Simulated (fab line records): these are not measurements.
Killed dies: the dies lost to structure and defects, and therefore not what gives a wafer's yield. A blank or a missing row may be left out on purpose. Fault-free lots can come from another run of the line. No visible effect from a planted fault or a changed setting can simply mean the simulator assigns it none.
A lot that was struck, set against a sound lot    flow gf180mcu    15 steps out of a route of 602
Sound: wafers L245.1, L245.2, L245.6. Struck: wafer L250.2 (left out: L250.3, L250.6 of the same lot, which were not struck); the cause appears at the end.
At each step with rows: each side's tool, then ch and its chambers, then its first start. Under that, the readings that differ: sound wafers    struck wafers    difference of the means    sigmas: that difference in standard deviations of wafers without a fault.
alike: readings with means less than 2 such deviations apart, plus words and numbers identical on both sides. not compared: withheld readings, readings lacking a value on some wafer, bounds such as >300 that could conceal the same value, and numbers that have no deviation in the record and whose values overlap.
Wherever a step has rows on one side only, a row that says differs or no value, or a row with sigmas, the two part there. Non-overlapping numbers with no deviation appear without sigmas and do not part them. A reading that every wafer of one side lacks parts them only if that side has two wafers or more.

GF_V4_OVL_MEAS_15:
  sound on overlay-01 at day 26 14:53; struck on overlay-02 at day 28 05:29
  alike: V4_OVL
then, 1 step without rows for these wafers: GF_V4_ETCH_16 (etches BARC in N2/H2).
GF_V4_ETCH_17: etches SiO2 in C4F8/O2/Ar, stops on TiN, target depth 630 nm.
  sound on rie diel-04 ch 0,3; struck on rie diel-01 ch 1
  alike: bias w, oes product au
GF_V4_STRIP_18: strips in O2/N2.
  sound on plasma asher-03 ch 0,1, day 26 15:03; struck on plasma asher-03 ch 0, day 28 05:39
  alike: drypump motor current A, heater power w, oes product au, platen temp c
  not compared: rf hours counter h
then, 2 steps without rows for these wafers: GF_V4_STRIP_19 (strips in post etch residue remover, time 1200 s); GF_V4_CLEAN_20 (cleans in DIW).
GF_V4_SPUTTER_21: material Ti, target thk 15 nm, time 80.02 s.
  sound on pvd sputter-04 at day 26 15:35; struck on pvd sputter-02 at day 28 06:19
  alike: throttle valve pct
GF_V4_SPUTTER_22: material TiN, target thk 10 nm, time 40 s.
  sound on pvd sputter-04 at day 26 15:38; struck on pvd sputter-02 at day 28 06:23
  alike: throttle valve pct
then, 1 step without rows for these wafers: GF_V4_CVD_23 (deposits W, target thk 350 nm, time 104.9 s).
GF_V4_RS_MEAS_24: the measuring method here is four-point-probe.
  sound on film metro-02 at day 26 15:48; struck on film metro-03 at day 28 06:34
  alike: V4_W_RS
GF_V4_THK_MEAS_25: measures by xrf.
  sound on film metro-02 at day 26 15:55; struck on film metro-03 at day 28 06:40
  alike: V4_W_THK
then, 1 step without rows for these wafers: GF_V4_CMP_26 (polishes, stops on SiO2, t overpolish 15 s, target thk 0 nm).
GF_MIM_SPUTTER_00: material Ti, target thk 37.5 nm, time 150 s.
  sound on pvd sputter-02 at day 26 16:17; struck on pvd sputter-02 at day 28 07:01
reading                                 sound              struck  difference  sigmas
model.Ti_of_MIM_SPUTTER_00.thk nm (nm)  37.94 37.88 37.73  31.81   -6.04       
  alike: throttle valve pct
GF_MIM_SPUTTER_01: material TiN, target thk 30 nm, time 25 s.
  sound on pvd sputter-02 at day 26 16:23; struck on pvd sputter-02 at day 28 07:07
  alike: throttle valve pct
GF_PASSIVATION_PROBE_99:
  the record has rows for the sound wafers here (prober-02, day 30 22:25) and none for the struck ones

== WHERE THEY PART ==
Within this record, at GF_PASSIVATION_PROBE_99 only.

WHY: whatever the simulator had introduced
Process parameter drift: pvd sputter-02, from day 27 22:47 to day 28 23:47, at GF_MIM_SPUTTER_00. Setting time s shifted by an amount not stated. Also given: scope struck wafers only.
